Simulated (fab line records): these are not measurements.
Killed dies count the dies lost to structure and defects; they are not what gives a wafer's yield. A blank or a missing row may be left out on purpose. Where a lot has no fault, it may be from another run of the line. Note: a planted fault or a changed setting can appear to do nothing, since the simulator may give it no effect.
Comparing a struck lot with a sound one || flow sky130 || 17 out of 708 route steps
Sound: these wafers, L558.2, L558.3, L558.6. Wafers struck: L570.4, L570.5, L570.6. The cause is named last.
Per side, at each step with rows, come the tool, then ch with its chambers, and then its first start. Under that, the readings that differ: sound wafers || struck wafers || difference of the means || sigmas: that difference in standard deviations of wafers without a fault.
alike: words and numbers the same on both sides, and readings whose means are apart by under 2 such deviations; not compared: readings that were withheld, readings missing a value for some wafer, numbers with overlapping values and no deviation given by the record, and bounds like >300 which may hide the same value.
Wherever a step has rows on one side only, a row that says differs or no value, or a row with sigmas, the two part there. When numbers do not overlap yet have no deviation, they are printed without sigmas and do not part them. A reading that every wafer of one side lacks parts them only if that side has two wafers or more.

first, 5 steps without rows for these wafers: SKY_SD_N_COAT_02 (resist thk 1140 nm); SKY_SD_N_SOFTBAKE_03 (time 60 s); SKY_SD_N_EXPOSE_04 (exposes mask NSDM, target cd 380 nm); SKY_SD_N_PEB_05; SKY_SD_N_DEVELOP_06 (develop time 60 s).
SKY_SD_N_CD_MEAS_07: target cd 380 nm.
  struck on cd sem-02, day 33 19:13; sound on cd sem-02, day 30 08:30
  alike: cd nm
SKY_SD_N_OVL_MEAS_08:
  struck on overlay-01, day 33 19:18; sound on overlay-02, day 30 08:36
  alike: SD_N_OVL
then, 2 steps without rows for these wafers: SKY_SD_N_IMPLANT_09; SKY_SD_N_IMPLANT_10.
SKY_SD_N_STRIP_11: strips in O2/N2.
  sound on plasma asher-02 ch 0,1, day 30 08:56; struck on plasma asher-04 ch 0,1, day 33 19:39
  alike: drypump motor current A, oes product au, strip time to endpoint s
  not compared: rf hours counter h
SKY_SD_N_TW_MEAS_12:
  struck on film metro-03, day 33 19:45; sound on film metro-02, day 30 09:02
  alike: SD_N_TW
then, 1 step without rows for these wafers: SKY_SD_N_CLEAN_13 (cleans in SC1/SC2, time 150 s).
SKY_SD_N_RTA_14: time 2 s.
  sound on rtp anneal-01 ch 0, day 30 09:09; struck on rtp anneal-01 ch 0, day 33 19:52
{"reading": "wafer_temp_C_max", "sound": "1076.3 1076.7 1075.0", "struck": "1087.7 1085.8 1083.3", "difference": "+9.6", "sigmas": "+8"}
  alike: lamp power pct, ramp down c per s
SKY_SD_N_RS_MEAS_16: a four-point-probe measurement.
  struck on film metro-01, day 33 20:25; sound on film metro-01, day 30 09:20
{"reading": "SD_N_RS (ohm/sq)", "sound": "68.44 68.63 68.56", "struck": "67.05 67.13 66.95", "difference": -1.50, "sigmas": -19}
  not compared: hold
SKY_SD_N_RS_MEAS_17: a four-point-probe measurement.
  struck on film metro-01, day 33 21:57; sound on film metro-01, day 30 09:28
{"reading": "SD_P_RS (ohm/sq)", "sound": "146.5 147.0 146.6", "struck": "139.1 139.3 139.2", "difference": -7.5, "sigmas": -21}
  not compared: hold
SKY_SD_N_RS_MEAS_18: a four-point-probe measurement.
  struck on film metro-01, day 34 00:49; sound on film metro-01, day 30 09:35
{"reading": "hold", "sound": "- - -", "struck": "await dispo/2.7h/release await dispo/2.7h/release await dispo/2.7h/release", "difference": "no value on the sound wafers", "sigmas": ""}
  alike: RES_XHIGH_RS
-- record jumps: 16 days separate the struck wafers' starts on either side; left off in module SD_N, taken up again in module PAD_OPEN, whose first shown step is the route's number 708 --
SKY_PAD_OPEN_PROBE_99:
  struck on prober-01, day 50 01:59; sound on prober-01, day 47 15:43
{"reading": "model.etest.res xhigh po.line ohm um", "sound": "5722 5605 5707", "struck": "5413 5240 5375", "difference": -335, "sigmas": ""}
{"reading": "model.etest.res xhigh po.rs ohm sq", "sound": "2003 1953 1976", "struck": "1874 1799 1876", "difference": -128, "sigmas": ""}
{"reading": "model.etest.pfet_01v8.r on ohm um", "sound": "2900 2919 2864", "struck": "2792 2756 2735", "difference": -133, "sigmas": ""}
{"reading": "model.etest.res pdiff.line ohm um", "sound": "1389 1384 1382", "struck": "1294 1290 1318", "difference": -84, "sigmas": ""}
{"reading": "model.etest.res high po.line ohm um", "sound": "751.9 745.5 743.3", "struck": "711.1 687.8 711.9", "difference": -43.3, "sigmas": ""}
{"reading": "model.etest.licon high po.rc ohm", "sound": "342.4 346.7 334.1", "struck": "316.4 317.4 312.9", "difference": -25.5, "sigmas": ""}
{"reading": "model.etest.res ndiff.line ohm um", "sound": "785.2 777.3 767.9", "struck": "742.1 743.3 752.5", "difference": -30.8, "sigmas": ""}
{"reading": "model.etest.res high po.rs ohm sq", "sound": "263.6 260.2 260.4", "struck": "246.7 244.9 246.8", "difference": -15.3, "sigmas": ""}
  alike: killed_at_M0_to_M3, killed_at_M4_up, killed at contacts, killed at front end, killed at other, killed dies, killed open, killed short

## WHERE THEY PART
At SKY_SD_N_RTA_14 first; at SKY_SD_N_RS_MEAS_18 last (within this record only). Later steps at which nothing parts them and some readings are alike: SKY_PAD_OPEN_PROBE_99.

WHY: what the simulator had put in
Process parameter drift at SKY_SD_N_RTA_14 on rtp anneal-01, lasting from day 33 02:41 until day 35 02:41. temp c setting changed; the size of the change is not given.
